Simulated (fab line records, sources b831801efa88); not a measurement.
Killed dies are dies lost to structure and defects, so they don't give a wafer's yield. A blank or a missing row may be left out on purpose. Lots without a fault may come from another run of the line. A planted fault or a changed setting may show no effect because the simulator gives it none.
Problem report in the 8D (eight disciplines) form, filled by code | flow sky130 | the parts of the form that need people (team, actions taken, sign-off) are left out

1. THE PROBLEM
spin_speed_rpm at SKY_METAL1_COAT_10 reads a mean of 2868.8 rpm on 6 wafers of 2 lots; wafers without a fault read 3000.1 rpm with a standard deviation of 2.1. That is -62 standard deviations from the usual mean.
The step: resist thk 450 nm.
First seen on wafer L464.1, day 36 22:00, on litho_track-04. The record holds 18 wafers of 6 lots with a number at this step. Rule for "out", or "out of limits": more than 4 standard deviations from the usual mean. The other wafers with a number count as sound.

2. WHAT IT IS AND WHAT IT IS NOT
question                    | is                     | is not
which readings at this step | spin_speed_rpm         | -
which lots                  | L464, L467             | L449, L454, L466, L469
which wafers of those lots  | all that have a number | -
read on which tools         | litho_track-04         | litho_track-02, litho_track-03
when                        | from day 36 22:00      | up to then (6 sound wafers); but 6 sound wafers of L466, L469 came after

3. SUSPECTS, AND WHAT RULES EACH OUT
Counting: a tool at a process step up to the reading stays a suspect if it ran every lot that is out and no sound lot after the first of them.
- pvd_sputter-01 at SKY_METAL1_SPUTTER_00 (material Ti, target thk 15 nm, time 10 s): ruled out as a lasting fault. Sound lots L466, L469 ran on it after its first lot that is out, L464 (day 36 09:17).
- pvd_sputter-01 at SKY_METAL1_SPUTTER_03 (material Ti, target thk 5 nm, time 3.3 s): ruled out as a lasting fault. Sound lots L466, L469 ran on it after its first lot that is out, L464 (day 36 09:22).
- pvd_sputter-01 at SKY_METAL1_SPUTTER_04 (material TiN, target thk 70 nm, time 58.3 s): ruled out as a lasting fault. Sound lots L466, L469 ran on it after its first lot that is out, L464 (day 36 09:23).
- litho_track-04 at SKY_METAL1_COAT_10 (resist thk 450 nm): kept. It ran every lot that is out, first L464 (day 36 22:00), and no sound lot after that; its last sound lot up to then is L454 (day 33 14:00). Its own readings are out on those wafers: spin_speed_rpm.
Left after counting: litho_track-04 at SKY_METAL1_COAT_10.

4. THE CAUSE (what the simulator had put in)
Process parameter drift: litho_track-04, from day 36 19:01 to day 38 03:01, at SKY_METAL1_COAT_10. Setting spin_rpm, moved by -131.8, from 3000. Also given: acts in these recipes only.
Counting left only this tool.

5. THE CHAIN OF EFFECTS, in route order
Each row: a reading whose mean over the struck wafers that have a number lies more than 3 standard deviations from the usual. Only readings for which the record gives a usual standard deviation are gone through. hours: the time from each lot's start at the first step in this table that gives one to its start at this step, as a median over the lots. sigmas: the change in usual standard deviations.
hours | step               | reading        | usual      | on struck wafers | change | sigmas
0     | SKY_METAL1_COAT_10 | spin_speed_rpm | 3000.1 rpm | 2868.8           | -131.2 | -62
The process steps in it:
- SKY_METAL1_COAT_10: resist thk 450 nm.
Later measuring or inspecting steps at which every struck wafer that the step has a row for has a number for every such reading, and none has moved that far: SKY_METAL1_CD_MEAS_15, SKY_METAL1_OVL_MEAS_16.

6. WHAT WOULD HAVE CAUGHT IT SOONER
In this record the first reading out of limits was taken at day 36 22:00, 3 hours after the fault began at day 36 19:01.
